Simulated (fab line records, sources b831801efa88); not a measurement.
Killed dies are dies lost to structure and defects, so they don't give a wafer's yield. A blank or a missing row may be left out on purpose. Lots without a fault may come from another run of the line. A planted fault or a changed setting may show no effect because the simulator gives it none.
A struck lot beside a sound one | flow sky130 | 21 steps out of a route of 708
Sound: wafers L855.2, L855.3, L855.4. Struck: wafers L862.1, L862.3, L862.4. The cause comes at the end.
At each step with rows: each side's tool, then ch and its chambers, then its first start. Under that, the readings that differ: sound wafers | struck wafers | difference of the means | sigmas: that difference in standard deviations of wafers without a fault.
alike: readings whose means differ by less than 2 such deviations, and words and numbers that are the same on both sides. not compared: withheld readings, readings that some wafer has no value for, bounds like >300 that may hide the same value, and numbers for which the record gives no deviation and whose values overlap.
The two part at a step that has a row with sigmas, a row that says differs or no value, or rows on one side only. Numbers that don't overlap but have no deviation are shown without sigmas and don't part them. A reading that every wafer of one side lacks parts them only if that side has two wafers or more.

first, 1 step without rows for these wafers: SKY_RES_XHIGH_IMPLANT_07.
SKY_RES_XHIGH_STRIP_08: strips in O2/N2.
  sound on plasma_asher-02 ch 0,1, day 26 12:49; struck on plasma_asher-03 ch 0,1, day 28 23:10
  alike: chamber_pressure_mTorr, drypump_motor_current_A, o2_flow_sccm, oes_product_au, strip_time_to_endpoint_s
  not compared: rf_hours_counter_h
SKY_RES_XHIGH_TW_MEAS_09:
  sound on film_metro-03, day 26 12:55; struck on film_metro-04, day 28 23:16
  alike: RES_XHIGH_TW
then, 7 steps without rows for these wafers: SKY_SD_N_DEHYDRATE_00 (time 60 s); SKY_SD_N_HMDS_01 (prime time 60 s); SKY_SD_N_COAT_02 (resist thk 1140 nm); SKY_SD_N_SOFTBAKE_03 (time 60 s); SKY_SD_N_EXPOSE_04 (exposes mask NSDM, target cd 380 nm); SKY_SD_N_PEB_05; SKY_SD_N_DEVELOP_06 (develop time 60 s).
SKY_SD_N_CD_MEAS_07: target cd 380 nm.
  sound on cd_sem-02, day 27 17:55; struck on cd_sem-01, day 30 03:04
  alike: cd_nm
SKY_SD_N_OVL_MEAS_08:
  sound on overlay-02, day 27 18:02; struck on overlay-01, day 30 03:11
  alike: SD_N_OVL
SKY_SD_N_IMPLANT_09:
  sound on implanter-01 ch 0, day 27 18:05; struck on implanter-03 ch 0, day 30 03:13
  reading       | sound                     | struck                        | difference | sigmas
  beam_on_s (s) | 19.7 19.0 19.2            | 25.2 24.7 24.0                | +5.3       | +3
  dose_ions_cm2 | 4.003e+15 4e+15 3.997e+15 | 6.727e+15 6.723e+15 6.723e+15 | +2.724e+15 | +99 or more
then, 1 step without rows for these wafers: SKY_SD_N_IMPLANT_10.
SKY_SD_N_STRIP_11: strips in O2/N2.
  sound on plasma_asher-04 ch 0,1, day 27 18:22; struck on plasma_asher-04 ch 0,1, day 30 03:31
  reading                      | sound             | struck            | difference | sigmas
  oes_product_au (a.u.)        | 0.533 0.533 0.523 | 0.513 0.519 0.517 | -0.013     | -3
  strip_time_to_endpoint_s (s) | 22.53 22.56 22.56 | 23.73 23.67 23.68 | +1.14      | +27
  alike: chamber_pressure_mTorr, drypump_motor_current_A, o2_flow_sccm
  not compared: rf_hours_counter_h
SKY_SD_N_TW_MEAS_12:
  sound on film_metro-03, day 27 18:28; struck on film_metro-01, day 30 03:37
  alike: SD_N_TW
then, 1 step without rows for these wafers: SKY_SD_N_CLEAN_13 (cleans in SC1/SC2, time 150 s).
SKY_SD_N_RTA_14: time 2 s.
  sound on rtp_anneal-02 ch 0, day 27 18:35; struck on rtp_anneal-01 ch 0, day 30 03:44
  alike: lamp_power_pct, wafer_temp_C_max
SKY_SD_N_RS_MEAS_16: measures by four-point-probe.
  sound on film_metro-01, day 27 18:46; struck on film_metro-01, day 30 03:54
  reading          | sound             | struck            | difference | sigmas
  SD_N_RS (ohm/sq) | 68.53 68.47 68.47 | 64.88 64.91 65.01 | -3.56      | -24
SKY_SD_N_RS_MEAS_17: measures by four-point-probe.
  sound on film_metro-01, day 27 18:53; struck on film_metro-01, day 30 04:01
  alike: SD_P_RS
-- the record jumps here: 17 days lie between the struck wafers' starts before and after (it left off in module SD_N and takes up again in module PAD_OPEN, whose first step shown is number 708 of the route) --
SKY_PAD_OPEN_PROBE_99:
  sound on prober-02, day 45 08:19; struck on prober-01, day 47 04:28
  reading                                   | sound                | struck              | difference | sigmas
  model.etest.res_ndiff.line_ohm_um         | 749.2 739.9 758.6    | 673.8 691.7 673.2   | -69.7      |
  model.etest.nfet_g5v0d10v5.r_on_ohm_um    | 1876 1866 1880       | 1859 1843 1851      | -23        |
  model.etest.sonos_uncharged.r_on_ohm_um   | 790.3 789 790.9      | 788.4 764.4 777.3   | -13.4      |
  model.etest.licon_ndiff.rc_ohm            | 185.5 180.3 175.9    | 165.2 158.5 159.2   | -19.6      |
  model.etest.res_ndiff_hv.rs_ohm_sq        | 112.9 113.1 113.1    | 101.6 101.5 101.4   | -11.5      |
  model.etest.res_ndiff.rs_ohm_sq           | 118.5 118.2 119.9    | 107.7 107.3 107.7   | -11.3      |
  model.etest.nfet_g5v0d10v5.off_log10_a_um | -13.8 -13.89 -13.91  | -13.78 -13.74 -13.7 | +0.13      |
  model.etest.nfet_01v8_lvt.vt_sat_v (V)    | 0.5398 0.5349 0.5346 | 0.531 0.5126 0.5284 | -0.012     |
  alike: killed_at_M0_to_M3, killed_at_M4_up, killed_at_contacts, killed_at_front_end, killed_at_other, killed_dies, killed_open, killed_short

WHERE THEY PART
First at SKY_SD_N_IMPLANT_09; last, within this record, at SKY_SD_N_RS_MEAS_16. Later steps at which nothing parts them and some readings are alike: SKY_SD_N_RS_MEAS_17, SKY_PAD_OPEN_PROBE_99.

WHY: what the simulator had put in
Process parameter drift: implanter-03, from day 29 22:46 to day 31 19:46, at SKY_SD_N_IMPLANT_09. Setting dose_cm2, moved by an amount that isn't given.
